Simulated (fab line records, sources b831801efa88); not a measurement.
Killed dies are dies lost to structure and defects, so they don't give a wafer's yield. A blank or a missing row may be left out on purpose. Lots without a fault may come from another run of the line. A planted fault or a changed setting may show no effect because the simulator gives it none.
fab line records | flow sky130 | part 2 of 2: steps 30 to 43 of 43
record lots=5 wafers=15 last_day=51
route steps=708 shown GATE_OXIDE@203 POLY_GATE@204 RES_PROTECT@206 LDD_N@237
lots that met no fault: from a run of the same line without faults
start_h: hours from the record's first day to the start of the lot's first wafer shown | wait_h: hours since the lot's step before | " the same as in the row above | L1.1+2: a row that stands for several wafers | - no value, or no start given | * or withheld: withheld | < > ~ a bound
route shown NAME@n: a module of which the file shows steps, and the number in the route of the first | usual: mean/standard deviation of fault-free wafers | same: alike in all rows | chamber/n: place in a boat | sites: the reading at each site | _std_site: their standard deviation | _edge_site: outer sites' mean less inner sites' | radius_mm: how far each site lies from the wafer's centre | mask NAME#n: copy n | behind: the tool/chamber that last shaped the wafer | hold: why the lot was held/for how many hours/how that ended | device: the transistor (n, p or np) that didn't switch | end of line: the same wafers' tests at the end of the route | a step without rows: its recipe alone | killed: dies lost to structure and defects at the first sort, not the wafer's yield | map: a wafer's dies, x killed, . not, _ none there
set.NAME: the setting as run; set.NAME@STEP: as run at that earlier step | model.NAME: the simulator's own value behind a step, which no gauge read
lots at some steps of the route; a table a step, a row a wafer
services: from which hour (start_h, from the record's first day; less than 0 if before it) a tool's chamber was out of use, for how many hours, and why
## steps
# step SKY_POLY_GATE_STRIP_18
# recipe chemistry=O2/N2 power_w=1400 pressure_mtorr=1500 platen_temp_c=withheld o2_flow_sccm=3000 n2_flow_sccm=300 overash_fraction=0.5
# usual drypump_motor_current_A=5.9/0.49 oes_product_au=0.360/0.0047 strip_time_to_endpoint_s=3.15/0.032
# columns lot.wafer tool chamber start_h wait_h drypump_motor_current_A oes_product_au rf_hours_counter_h strip_time_to_endpoint_s
L080.1 plasma_asher-02 0 439.09 0.0 5.4 0.353 0 3.19
L080.3 " 1 " " 5.4 0.361 - 3.15
L080.4 " 0 " " 5.4 0.365 - 3.18
L085.2 plasma_asher-02 1 474.47 0.0 5.4 0.353 3 3.18
L085.3 " 0 " " 5.5 0.354 - 3.17
L085.4 " 1 " " 5.4 0.354 - 3.16
L089.1 plasma_asher-02 0 521.34 0.0 5.4 0.357 8 3.12
L089.2 " 1 " " 5.4 0.360 8 3.16
L089.4 " 1 " " 5.4 0.354 - 3.14
L094.1 plasma_asher-02 1 570.11 0.0 5.4 0.358 13 3.16
L094.3 " 1 " " 5.4 0.361 - 3.16
L094.5 " 0 " " 5.4 0.357 - 3.19
L093.2 plasma_asher-01 0 570.46 0.0 6.4 0.362 47 3.13
L093.5 " 1 " " 6.5 0.369 - 3.15
L093.6 " 0 " " 6.4 0.360 - 3.14
# step SKY_POLY_GATE_CLEAN_19
# recipe chemistry=SC1/SC2 mix=1:4:20 temp_c=70 time_s=150 dry=n2_spin
# same time_s=150
# columns lot.wafer tool chamber start_h wait_h
L080.1+3+4 wet_bench-03 1 439.19 0.1
L085.2+3+4 wet_bench-01 1 474.57 0.1
L089.1+2+4 wet_bench-03 3 521.44 0.1
L094.1+3+5 wet_bench-03 1 570.21 0.1
L093.2+5+6 wet_bench-02 0 570.56 0.1
# step SKY_POLY_GATE_OXIDATION_20
# recipe temp_c=850 ambient=O2 stabilise_s=600 purge_s=300 target_thk_a=40 ox_time_s=899
# usual tube_center_temp_C=850/0.078
# columns lot.wafer tool chamber start_h wait_h tube_center_temp_C
L080.1 furnace-02 0 439.96 0.7 849.91
L080.3 " 0 " " 850.01
L080.4 " 0 " " 849.94
L085.2 furnace-02 0 474.63 0.0 850.05
L085.3 " 0 " " 850.03
L085.4 " 0 " " 850.02
L089.1 furnace-02 0 521.49 0.0 850.08
L089.2 " 0 " " 849.94
L089.4 " 0 " " 849.99
L093.2 furnace-02 0 571.02 0.4 849.99
L093.5 " 0 " " 849.95
L093.6 " 0 " " 849.9
L094.1 furnace-02 0 571.02 0.8 850.04
L094.3 " 0 " " 850.03
L094.5 " 0 " " 849.97
# step SKY_POLY_GATE_THK_MEAS_21
# recipe reads=SiO2_of_POLY_GATE_OXIDATION_20
# usual POLY_GATE_OXIDATION_THK=4.03/0.11
# columns lot.wafer tool chamber start_h wait_h POLY_GATE_OXIDATION_THK[nm]
L080.1 film_metro-02 - 441.21 0.0 4.19
L080.3 " - " " 4.21
L080.4 " - " " 4.22
L085.2 film_metro-04 - 475.89 0.0 4.20
L085.3 " - " " 4.10
L085.4 " - " " 4.09
L089.1 film_metro-02 - 522.74 0.0 3.76
L089.2 " - " " 3.90
L089.4 " - " " 3.95
L094.1 film_metro-03 - 572.27 0.0 3.87
L094.3 " - " " 3.86
L094.5 " - " " 3.85
L093.2 film_metro-04 - 572.28 0.0 3.88
L093.5 " - " " 3.87
L093.6 " - " " 3.82
# step SKY_POLY_GATE_CD_MEAS_22
# usual cd_nm=149.8/2.1
# columns lot.wafer tool chamber start_h wait_h cd_nm
L080.1 cd_sem-02 - 441.27 0.1 147.7
L080.3 " - " " 149.8
L080.4 " - " " 150.0
L085.2 cd_sem-02 - 475.96 0.1 147.7
L085.3 " - " " 148.9
L085.4 " - " " 154.3
L089.1 cd_sem-02 - 522.80 0.1 150.3
L089.2 " - " " 152.0
L089.4 " - " " 149.2
L094.1 cd_sem-02 - 572.33 0.1 151.8
L094.3 " - " " 154.9
L094.5 " - " " 151.6
L093.2 cd_sem-01 - 572.44 0.1 148.1
L093.5 " - " " 152.5
L093.6 " - " " 152.1
# step SKY_LDD_N_DEHYDRATE_00
# recipe temp_c=200 time_s=60
# same time_s=60
# columns lot.wafer tool chamber start_h wait_h
L080.1+3+4 litho_track-04 0 456.01 14.7
L085.2+3+4 litho_track-01 0 490.61 14.6
L089.1+2+4 litho_track-01 0 537.14 14.3
L094.1+3+5 litho_track-04 0 586.66 14.3
L093.2+5+6 litho_track-01 0 587.11 14.6
# step SKY_LDD_N_HMDS_01
# recipe prime_time_s=60 prime_temp_c=120
# columns lot.wafer tool chamber start_h wait_h
L080.1+3+4 litho_track-04 0 456.16 0.1
L085.2+3+4 litho_track-01 0 490.76 0.1
L089.1+2+4 litho_track-01 0 537.29 0.1
L094.1+3+5 litho_track-04 0 586.81 0.1
L093.2+5+6 litho_track-01 0 587.26 0.1
# step SKY_LDD_N_COAT_02
# recipe resist=NOVOLAK spin_rpm=3000 resist_thk_nm=300
# columns lot.wafer tool chamber start_h wait_h
L080.1+3+4 litho_track-04 0 456.31 0.1
L085.2+3+4 litho_track-01 0 490.91 0.1
L089.1+2+4 litho_track-01 0 537.44 0.1
L094.1+3+5 litho_track-04 0 586.96 0.1
L093.2+5+6 litho_track-01 0 587.41 0.1
# step SKY_LDD_N_SOFTBAKE_03
# recipe temp_c=90 time_s=60 resist=NOVOLAK
# same time_s=60
# columns lot.wafer tool chamber start_h wait_h
L080.1+3+4 litho_track-04 0 456.46 0.1
L085.2+3+4 litho_track-01 0 491.06 0.1
L089.1+2+4 litho_track-01 0 537.59 0.1
L094.1+3+5 litho_track-04 0 587.11 0.1
L093.2+5+6 litho_track-01 0 587.56 0.1
# step SKY_LDD_N_EXPOSE_04
# recipe mask_id=NTM target_cd_nm=840 na=0.6 source_shape=conventional sigma_outer=0.6 dose_mj=110
# columns lot.wafer tool chamber start_h wait_h mask
L080.1+3+4 iline_stepper-01 0 - - NTM#0
L085.2+3+4 iline_stepper-02 0 - - NTM#0
L089.1+2+4 iline_stepper-01 0 - - NTM#0
L094.1+3+5 iline_stepper-02 0 - - NTM#0
L093.2+5+6 iline_stepper-01 0 - - NTM#0
# step SKY_LDD_N_PEB_05
# recipe temp_c=withheld time_s=* resist=NOVOLAK
# same time_s=*
# columns lot.wafer tool chamber start_h wait_h
L080.1+3+4 litho_track-01 0 - -
L085.2+3+4 litho_track-02 0 - -
L089.1+2+4 litho_track-02 0 - -
L094.1+3+5 litho_track-01 0 - -
L093.2+5+6 litho_track-04 0 - -
# step SKY_LDD_N_DEVELOP_06
# recipe develop_time_s=60 dev_temp_c=23
# columns lot.wafer tool chamber start_h wait_h
L080.1+3+4 litho_track-01 0 471.99 0.1
L085.2+3+4 litho_track-02 0 505.12 0.1
L089.1+2+4 litho_track-02 0 552.65 0.1
L094.1+3+5 litho_track-01 0 601.64 0.1
L093.2+5+6 litho_track-04 0 601.69 0.1
# step SKY_LDD_N_OVL_MEAS_07
# usual LDD_N_OVL=1.1/1.4
# columns lot.wafer tool chamber start_h wait_h LDD_N_OVL[nm]
L080.1 overlay-02 - 472.14 0.1 -0.6
L080.3 " - " " 1.1
L080.4 " - " " 1.8
L085.2 overlay-01 - 505.25 0.1 1.2
L085.3 " - " " 1.5
L085.4 " - " " 0.0
L089.1 overlay-01 - 552.80 0.1 2.9
L089.2 " - " " 2.8
L089.4 " - " " 2.9
L094.1 overlay-01 - 601.79 0.1 3.2
L094.3 " - " " 1.3
L094.5 " - " " 1.4
L093.2 overlay-01 - 601.83 0.1 1.9
L093.5 " - " " 2.1
L093.6 " - " " 1.5
# step SKY_LDD_N_IMPLANT_08
# recipe species=As energy_kev=20 dose_cm2=7.5e+13 tilt_deg=withheld rotation_deg=23
# usual faraday_current_uA=423/8.8
# columns lot.wafer tool chamber start_h wait_h faraday_current_uA
L080.1 implanter-04 0 472.17 0.0 404
L080.3 " 0 " " 430
L080.4 " 0 " " 434
L085.2 implanter-02 0 505.31 0.0 415
L085.3 " 0 " " 424
L085.4 " 0 " " 409
L089.1 implanter-01 0 552.83 0.0 427
L089.2 " 0 " " 433
L089.4 " 0 " " 423
L094.1 implanter-04 0 601.82 0.0 429
L094.3 " 0 " " 430
L094.5 " 0 " " 434
L093.2 implanter-01 0 602.15 0.3 437
L093.5 " 0 " " 421
L093.6 " 0 " " 427
## services
# columns tool chamber start_h hours kind
wet_bench-02 - 379.01 3.3 repair
iline_stepper-01 - 380.63 1.7 pm
wet_bench-02 - 395.66 1.9 pm
rie_diel-02 2 405.40 9.6 repair
iline_stepper-02 - 415.53 1.7 pm
plasma_asher-02 - 421.25 9.0 pm
plasma_asher-02 - 430.25 2.8 pm
plasma_asher-02 - 433.00 4.3 pm
wet_bench-03 - 451.88 2.5 repair
lpcvd-02 - 461.30 17.2 pm
rie_diel-03 - 466.38 2.8 pm
rie_diel-02 0 466.82 7.2 repair
furnace-02 - 476.16 3.7 pm
lpcvd-01 - 477.42 28.1 pm
furnace-02 - 486.93 3.7 pm
rie_diel-03 3 487.21 4.8 repair
iline_stepper-01 - 498.82 4.4 pm
rie_diel-03 3 513.28 4.2 repair
rie_diel-02 0 553.73 8.5 repair
wet_bench-02 - 579.57 1.8 repair
rie_diel-03 - 589.21 0.3 repair
rie_diel-03 3 591.60 6.1 repair
rie_diel-02 - 594.75 12.4 repair
iline_stepper-01 - 598.81 1.7 pm
